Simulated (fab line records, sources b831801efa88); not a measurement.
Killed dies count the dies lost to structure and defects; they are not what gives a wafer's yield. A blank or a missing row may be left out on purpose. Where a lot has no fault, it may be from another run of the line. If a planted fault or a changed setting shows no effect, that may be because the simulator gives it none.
fab line records ; flow sky130
record lots=12; wafers=36; lastDay=50
route steps=708 shown METAL3@536 CAPM@537 VIA3@587 METAL4@600 PAD_OPEN@708
lots that met no fault: taken from a fault-free run of the same line
startH: the number of hours between the record's first day and the start of the first shown wafer of the lot ; waitH: time in hours since the lot's previous step ; " identical to the entry in the row above ; L1.1+2: a row that stands for several wafers ; - no value, or no start given ; * or withheld: withheld ; < > ~ a bound
route shown NAME@n: NAME is a module with steps in the file, n the number in the route of the first one ; usual: the fault-free wafers' mean and standard deviation ; same: alike in all rows ; chamber/n: place in a boat ; sites: each site's reading ; _std_site: the standard deviation of these ; _edge_site: inner sites' mean taken away from outer sites' mean ; radiusMm: for every site, how far away it sits from the centre of the wafer ; mask NAME#n: copy n ; behind: the tool/chamber that last shaped the wafer ; hold: why the lot went on hold/how many hours it stayed there/how the hold came to an end ; device: which transistor (n, p or np) failed to switch ; end of line: the tests these same wafers got at the end of their route ; a step with no rows: only its recipe ; killed: at the first sort, the dies lost to defects and structure; wafer yield is something else ; map: per-die view of a wafer (x killed, . not killed, _ where there is no die)
set.NAME: the setting as run; set.NAME@STEP: as run at that earlier step ; model.NAME: the simulator's own value behind a step, which no gauge read
route steps across a sampled set of lots; one table per step, one row per wafer
services: when a tool's chamber went out of use (startH, in hours from the record's first day, below 0 if earlier), for how many hours, and the reason
## steps
# step SKY_METAL3_SPUTTER_04
# recipe material=TiN; targetThkNm=70; powerW=6500; timeS=58.3; chamberPressurePa=0.4
# usual throttleValvePct=30.4/1.1
lot.wafer;tool;chamber;startH;waitH;throttleValvePct
L338.4;pvdSputter-04;-;851.04;0.0;30.3
L338.5;pvdSputter-04;-;851.04;0.0;30.1
L338.6;pvdSputter-04;-;851.04;0.0;31.2
L340.2;pvdSputter-04;-;860.27;0.0;31.4
L340.3;pvdSputter-04;-;860.27;0.0;30.1
L340.6;pvdSputter-04;-;860.27;0.0;31.6
L341.2;pvdSputter-01;-;890.11;0.0;30.1
L341.3;pvdSputter-01;-;890.11;0.0;30.3
L341.5;pvdSputter-01;-;890.11;0.0;29.4
L344.2;pvdSputter-01;-;906.85;0.0;29.3
L344.3;pvdSputter-01;-;906.85;0.0;29.9
L344.6;pvdSputter-01;-;906.85;0.0;29.3
L345.2;pvdSputter-02;-;911.21;0.0;30.2
L345.5;pvdSputter-02;-;911.21;0.0;30.8
L345.6;pvdSputter-02;-;911.21;0.0;31.5
L346.3;pvdSputter-02;-;919.02;0.0;31.7
L346.4;pvdSputter-02;-;919.02;0.0;30.5
L346.6;pvdSputter-02;-;919.02;0.0;29.1
L350.2;pvdSputter-02;-;940.19;0.0;31.7
L350.3;pvdSputter-02;-;940.19;0.0;30.7
L350.6;pvdSputter-02;-;940.19;0.0;30.5
L349.1;pvdSputter-01;-;946.35;0.0;30.8
L349.4;pvdSputter-01;-;946.35;0.0;28.7
L349.6;pvdSputter-01;-;946.35;0.0;30.0
L351.2;pvdSputter-02;-;954.71;0.0;30.9
L351.3;pvdSputter-02;-;954.71;0.0;31.5
L351.4;pvdSputter-02;-;954.71;0.0;29.0
L356.1;pvdSputter-02;-;979.34;0.0;30.7
L356.2;pvdSputter-02;-;979.34;0.0;31.7
L356.4;pvdSputter-02;-;979.34;0.0;31.6
L357.1;pvdSputter-01;-;983.29;0.0;29.4
L357.2;pvdSputter-01;-;983.29;0.0;30.3
L357.6;pvdSputter-01;-;983.29;0.0;28.7
L360.1;pvdSputter-01;-;1016.78;0.0;30.0
L360.3;pvdSputter-01;-;1016.78;0.0;28.7
L360.5;pvdSputter-01;-;1016.78;0.0;29.8
# step SKY_CAPM_CVD_00
# recipe material=SiO2; targetThkNm=15.5; tempC=400; timeS=withheld; rfW=450
# usual heaterPowerW=713/99
lot.wafer;tool;chamber;startH;waitH;heaterPowerW
L338.4;pecvd-04;0;851.10;0.0;649
L338.5;pecvd-04;1;851.10;0.0;787
L338.6;pecvd-04;2;851.10;0.0;945
L340.2;pecvd-02;0;860.32;0.0;682
L340.3;pecvd-02;1;860.32;0.0;638
L340.6;pecvd-02;1;860.32;0.0;661
L341.2;pecvd-01;0;890.16;0.0;796
L341.3;pecvd-01;1;890.16;0.0;602
L341.5;pecvd-01;0;890.16;0.0;798
L344.2;pecvd-02;0;906.90;0.0;648
L344.3;pecvd-02;2;906.90;0.0;806
L344.6;pecvd-02;0;906.90;0.0;660
L345.2;pecvd-04;1;911.26;0.0;701
L345.5;pecvd-04;0;911.26;0.0;663
L345.6;pecvd-04;1;911.26;0.0;719
L346.3;pecvd-04;0;919.07;0.0;709
L346.4;pecvd-04;0;919.07;0.0;716
L346.6;pecvd-04;1;919.07;0.0;689
L350.2;pecvd-01;0;940.24;0.0;793
L350.3;pecvd-01;2;940.24;0.0;703
L350.6;pecvd-01;0;940.24;0.0;760
L349.1;pecvd-04;1;946.40;0.0;701
L349.4;pecvd-04;0;946.40;0.0;690
L349.6;pecvd-04;2;946.40;0.0;892
L351.2;pecvd-02;2;954.76;0.0;713
L351.3;pecvd-02;0;954.76;0.0;717
L351.4;pecvd-02;0;954.76;0.0;694
L356.1;pecvd-04;0;979.39;0.0;706
L356.2;pecvd-04;1;979.39;0.0;785
L356.4;pecvd-04;1;979.39;0.0;801
L357.1;pecvd-02;0;983.34;0.0;651
L357.2;pecvd-02;2;983.34;0.0;792
L357.6;pecvd-02;1;983.34;0.0;589
L360.1;pecvd-02;1;1016.82;0.0;658
L360.3;pecvd-02;0;1016.82;0.0;660
L360.5;pecvd-02;0;1016.82;0.0;661
# step SKY_VIA3_ETCH_14
# recipe chemistry=N2/H2; target=BARC; ionEnergyEv=200; sourceW=500; biasW=100; pressureMtorr=30; n2FlowSccm=100; h2FlowSccm=200; stopOn=SiO2; timeS=45.9; targetDepthA=600
# usual drypumpMotorCurrentA=5.5/0.51; oesProductAu=0.855/0.0047; throttleValvePct=13.224/0.0094
lot.wafer;tool;chamber;startH;waitH;drypumpMotorCurrentA;oesProductAu;rfHoursCounterH;throttleValvePct
L338.4;rieDiel-02;2;929.18;0.0;5.6;0.850;-;13.220
L338.5;rieDiel-02;0;929.18;0.0;5.7;0.853;-;13.222
L338.6;rieDiel-02;1;929.18;0.0;5.3;0.854;-;13.214
L340.2;rieDiel-04;0;937.74;0.0;4.9;0.850;24;13.237
L340.3;rieDiel-04;1;937.74;0.0;5.8;0.852;15;13.227
L340.6;rieDiel-04;0;937.74;0.0;4.9;0.844;-;13.211
L341.2;rieDiel-02;3;966.01;0.0;5.0;0.857;12;13.240
L341.3;rieDiel-02;2;966.01;0.0;5.6;0.857;15;13.230
L341.5;rieDiel-02;1;966.01;0.0;5.3;0.854;-;13.244
L344.2;rieDiel-04;2;982.51;0.0;4.9;0.854;12;13.219
L344.3;rieDiel-04;3;982.51;0.0;5.6;0.854;19;13.212
L344.6;rieDiel-04;1;982.51;0.0;5.7;0.856;-;13.233
L345.2;rieDiel-01;2;986.01;0.0;6.4;0.861;25;13.215
L345.5;rieDiel-01;2;986.01;0.0;6.4;0.858;-;13.234
L345.6;rieDiel-01;3;986.01;0.0;5.2;0.857;-;13.222
L346.3;rieDiel-02;1;993.51;0.0;5.3;0.849;16;13.217
L346.4;rieDiel-02;3;993.51;0.0;5.0;0.859;13;13.230
L346.6;rieDiel-02;2;993.51;0.0;5.6;0.855;-;13.232
L350.2;rieDiel-01;3;1013.86;0.0;5.2;0.852;12;13.217
L350.3;rieDiel-01;2;1013.86;0.0;6.4;0.855;26;13.206
L350.6;rieDiel-01;2;1013.86;0.0;6.4;0.855;-;13.234
L349.1;rieDiel-02;1;1018.99;0.0;5.3;0.861;17;13.225
L349.4;rieDiel-02;2;1018.99;0.0;5.6;0.860;17;13.233
L349.6;rieDiel-02;1;1018.99;0.0;5.3;0.857;-;13.219
L351.2;rieDiel-02;3;1026.16;0.0;5.1;0.857;14;13.210
L351.3;rieDiel-02;2;1026.16;0.0;5.6;0.855;18;13.231
L351.4;rieDiel-02;0;1026.16;0.0;5.7;0.855;18;13.218
L356.1;rieDiel-01;1;1048.71;0.0;5.0;0.861;11;13.228
L356.2;rieDiel-01;0;1048.71;0.0;6.4;0.851;26;13.234
L356.4;rieDiel-01;2;1048.71;0.0;6.4;0.855;27;13.235
L357.1;rieDiel-02;2;1053.11;0.0;5.6;0.858;18;13.224
L357.2;rieDiel-02;1;1053.11;0.0;5.3;0.858;18;13.218
L357.6;rieDiel-02;3;1053.11;0.0;5.0;0.853;-;13.202
L360.1;rieDiel-02;3;1084.21;0.0;5.0;0.856;16;13.219
L360.3;rieDiel-02;2;1084.21;0.0;5.6;0.861;19;13.225
L360.5;rieDiel-02;2;1084.21;0.0;5.6;0.858;-;13.222
# step SKY_METAL4_SPUTTER_02
# recipe material=AlCu; targetThkNm=735; powerW=10600; timeS=39.1; chamberPressurePa=0.4
# usual throttleValvePct=30.5/1.1
lot.wafer;tool;chamber;startH;waitH;throttleValvePct
L338.4;pvdSputter-03;-;930.57;0.0;29.3
L338.5;pvdSputter-03;-;930.57;0.0;29.1
L338.6;pvdSputter-03;-;930.57;0.0;28.9
L340.2;pvdSputter-04;-;939.15;0.0;30.2
L340.3;pvdSputter-04;-;939.15;0.0;31.2
L340.6;pvdSputter-04;-;939.15;0.0;30.2
L341.2;pvdSputter-04;-;967.57;0.0;30.2
L341.3;pvdSputter-04;-;967.57;0.0;31.8
L341.5;pvdSputter-04;-;967.57;0.0;32.8
L344.2;pvdSputter-03;-;983.94;0.0;28.5
L344.3;pvdSputter-03;-;983.94;0.0;29.5
L344.6;pvdSputter-03;-;983.94;0.0;29.7
L345.2;pvdSputter-02;-;987.43;0.0;30.6
L345.5;pvdSputter-02;-;987.43;0.0;29.2
L345.6;pvdSputter-02;-;987.43;0.0;31.5
L346.3;pvdSputter-04;-;995.42;0.0;30.1
L346.4;pvdSputter-04;-;995.42;0.0;31.3
L346.6;pvdSputter-04;-;995.42;0.0;31.5
L350.2;pvdSputter-02;-;1015.27;0.0;30.7
L350.3;pvdSputter-02;-;1015.27;0.0;30.4
L350.6;pvdSputter-02;-;1015.27;0.0;30.6
L349.1;pvdSputter-02;-;1020.40;0.0;31.7
L349.4;pvdSputter-02;-;1020.40;0.0;30.4
L349.6;pvdSputter-02;-;1020.40;0.0;30.4
L351.2;pvdSputter-03;-;1027.64;0.0;29.3
L351.3;pvdSputter-03;-;1027.64;0.0;29.4
L351.4;pvdSputter-03;-;1027.64;0.0;29.7
L356.1;pvdSputter-04;-;1050.26;0.0;32.4
L356.2;pvdSputter-04;-;1050.26;0.0;31.5
L356.4;pvdSputter-04;-;1050.26;0.0;30.0
L357.1;pvdSputter-02;-;1054.52;0.0;30.5
L357.2;pvdSputter-02;-;1054.52;0.0;30.9
L357.6;pvdSputter-02;-;1054.52;0.0;30.9
L360.1;pvdSputter-03;-;1085.96;0.0;29.0
L360.3;pvdSputter-03;-;1085.96;0.0;29.5
L360.5;pvdSputter-03;-;1085.96;0.0;28.9
# step SKY_PAD_OPEN_PROBE_99
# usual defectLimitedYield=82.6/1.7; killed_at_M0_to_M3=42/6.4; killed_at_M4_up=3.2/1.9; killedAtContacts=24/4.8; killedAtFrontEnd=16/4.4; killedAtOther=0.3/0.55; killedDies=86/8.6; killedOpen=46/6.6; killedShort=39/5.7; sort_bin_3_pad_short=0.8/0.41; sort_bin_5_function=10.3/1.5; sort_bin_6_memory=6.3/1; sortNPass=406/8.6; sortYieldPct=82.6/1.7
# same grossDies=492; killedAtBackSide=0; sort_bin_4_leakage[%]=0; sort_bin_8_speed[%]=0
lot.wafer;tool;chamber;startH;waitH;defectLimitedYield[%];killed_at_M0_to_M3;killed_at_M4_up;killedAtContacts;killedAtFrontEnd;killedAtOther;killedDies;killedOpen;killedShort;sort_bin_3_pad_short[%];sort_bin_5_function[%];sort_bin_6_memory[%];sortNPass;sortYieldPct[%]
L351.2;prober-02;-;1156.33;0.1;73.6;89;3;24;14;0;130;31;38;6.3;15.4;4.7;362;73.6
L351.3;prober-02;-;1156.38;0.2;69.5;114;6;20;10;0;150;39;41;5.1;17.9;7.5;342;69.5
L351.4;prober-02;-;1156.43;0.2;69.7;108;6;18;17;0;149;44;41;5.5;18.5;6.3;343;69.7
L356.1;prober-02;-;1174.29;0.1;72.4;93;4;20;19;0;136;37;34;6.5;14.0;7.1;356;72.4
L356.2;prober-02;-;1174.34;0.1;71.1;101;0;25;15;1;142;44;31;4.3;14.6;10.0;350;71.1
L356.4;prober-02;-;1174.44;0.2;72.6;103;1;19;11;1;135;36;35;6.3;15.4;5.7;357;72.6
# killed by level:class
L351.2 METAL3:unspecified=60 LI_CONTACT:geometricParticle:open=9 FIELD_ISO:geometricParticle:short=6 CONTACT:geometricParticle:open=6 VIA3:geometricParticle:short=6 FIELD_ISO:geometricParticle:open=4 CONTACT:geometricParticle:short=4 VIA1:geometricParticle:short=4
L351.3 METAL3:unspecified=68 CONTACT:geometricParticle:open=8 METAL1:geometricParticle:short=7 LI_CONTACT:geometricParticle:open=6 VIA1:geometricParticle:short=6 VIA1:geometricParticle:open=6 VIA2:geometricParticle:open=6 VIA3:geometricParticle:open=5
L351.4 METAL3:unspecified=63 VIA1:geometricParticle:open=10 CONTACT:geometricParticle:open=10 METAL1:geometricParticle:short=8 METAL2:geometricParticle:short=5 METAL4:geometricParticle:short=5 VIA2:geometricParticle:open=5 FIELD_ISO:geometricParticle:short=4
L356.1 METAL3:unspecified=65 CONTACT:geometricParticle:open=8 FIELD_ISO:geometricParticle:short=6 POLY_GATE:geometricParticle:open=6 LI_CONTACT:geometricParticle:open=5 VIA1:geometricParticle:open=5 POLY_GATE:geometricParticle:short=4 METAL2:geometricParticle:short=4
L356.2 METAL3:unspecified=67 LI_CONTACT:geometricParticle:open=9 CONTACT:geometricParticle:open=7 VIA1:geometricParticle:open=7 METAL1:geometricParticle:short=6 VIA2:geometricParticle:open=6 LOCAL_INTERCONNECT:geometricParticle:short=5 VIA1:geometricParticle:short=4
L356.4 METAL3:unspecified=64 CONTACT:geometricParticle:open=10 VIA1:geometricParticle:open=9 VIA3:geometricParticle:open=8 VIA1:geometricParticle:short=5 VIA2:geometricParticle:short=5 FIELD_ISO:geometricParticle:short=4 METAL2:geometricParticle:short=4
## services
tool;chamber;startH;hours;kind
rieDiel-02;-;851.03;0.2;repair
pecvd-02;-;852.15;0.6;repair
pvdSputter-03;-;873.15;0.5;repair
rieDiel-01;1;876.91;86.9;repair
rieDiel-02;0;876.93;2.8;repair
pvdSputter-04;-;909.72;5.0;repair
rieDiel-01;2;913.82;1.8;repair
pvdSputter-01;-;923.22;5.2;repair
pecvd-02;-;926.06;4.3;pm
rieDiel-02;3;928.86;18.5;repair
pecvd-01;-;945.55;2.1;repair
pvdSputter-04;-;953.60;0.5;repair
pvdSputter-02;1;961.37;-;consumableReplace:kit
pvdSputter-02;1;961.37;18.0;scheduledDown
rieDiel-04;3;963.90;4.3;repair
pecvd-01;-;967.24;0.8;repair
pecvd-02;1;991.03;3.8;repair
rieDiel-02;0;996.02;2.6;repair
pecvd-02;1;1018.59;74.1;repair
rieDiel-01;-;1026.96;0.9;repair
pvdSputter-02;-;1027.54;0.5;repair
pecvd-04;-;1049.46;28.1;pm
pvdSputter-01;-;1063.79;1.6;repair
rieDiel-02;-;1063.87;14.6;pm
## key
firstSign step=SKY_PAD_OPEN_PROBE_99; reading=sort_bin_3_pad_short; direction=up; sigmas=12; usual=0.8; struck=5.7
effect step=SKY_PAD_OPEN_PROBE_99; reading=killed_at_M0_to_M3; direction=up; sigmas=9.2; usual=42; struck=101
metAt SKY_METAL3_SPUTTER_04
struckLots L351,L356
notActingAt SKY_CAPM_CVD_00,SKY_VIA3_ETCH_14,SKY_METAL4_SPUTTER_02
onsetBetween 940.19 954.71
fault kind=chamberParticleSource; tool=pvdSputter-02; chamber=-; onsetH=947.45; steps=SKY_METAL3_SPUTTER_04; ratePerVisitCm2=1.9169; endH=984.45
